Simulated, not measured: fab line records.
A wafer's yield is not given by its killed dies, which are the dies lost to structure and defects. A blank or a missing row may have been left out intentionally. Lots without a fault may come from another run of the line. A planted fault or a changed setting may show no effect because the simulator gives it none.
2 desks looking at one fault	flow gf180mcu	numbers are kept per desk, each desk with only its own; the story behind them comes last

THE TOOL OWNER'S DESK: cmp-01
The tool's own readings at GF_V1_CMP_04 (polishes SiO2): means of the sampled wafers that have a number, for each lot that ran on this tool. If a lot's mean is further than 4 standard deviations from the usual mean, the lot is out of limits and carries the mark OUT (the distance appears in the brackets).
Columns: A = motor current A at GF_V1_CMP_04, usual 12.3 A; B = platen rpm at GF_V1_CMP_04, usual 60.00 rpm; C = time to endpoint s at GF_V1_CMP_04, usual 83 s
lot	first seen here	A	B	C
L714	day 17 13:21	12.2	60.04	83
L715	day 17 21:56	12.6	60.03	80
L716	day 18 07:11	12.0	59.96	80
L717	day 18 18:49	11.8	59.95	83
L725	day 21 15:23	12.1	59.97	106 (+4.4) OUT
L729	day 23 03:40	12.7	60.00	100
This desk's verdict: out of limits on L725, starting with L725 at day 21 15:23 (time to endpoint s at GF_V1_CMP_04). In limits: L714, L715, L716, L717, L729.

THE METROLOGY DESK
Means of the sampled wafers that have a number, per lot and without regard to the tool the lot ran on: this is what the gauges read. If a lot's mean is further than 4 standard deviations from the usual mean, the lot is out of limits and carries the mark OUT (the distance appears in the brackets).
Columns: A = V1_CVD_02_THK at GF_V1_THK_MEAS_03, usual 852 nm
lot	first seen here	A
L714	day 17 13:17	857
L715	day 17 21:47	841
L716	day 18 07:02	848
L717	day 18 18:46	862
L721	day 20 05:46	840
L722	day 20 20:56	842
L725	day 21 15:14	850
L729	day 23 03:37	834
L733	day 24 10:19	848
L732	day 24 10:58	866
L734	day 24 23:15	857
L735	day 25 00:03	841
This desk's verdict: no lot among the 12 shows anything out of limits.

BROUGHT TOGETHER
On L725, at day 21 15:23, an alarm was possible from the tool owner's desk.
Metrology desk: nothing out of limits seen.
The metrology desk holds a record of L725, inside its limits.
All the named lots went through GF_V1_CMP_04 on cmp-01.

WHAT HAD BEEN PUT IN BY THE SIMULATOR
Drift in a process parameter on cmp-01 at GF_V1_CMP_04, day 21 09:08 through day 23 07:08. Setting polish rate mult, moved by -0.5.
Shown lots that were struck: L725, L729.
Each desk's first reading out of limits, in hours after the fault started: the tool owner's desk, 6.
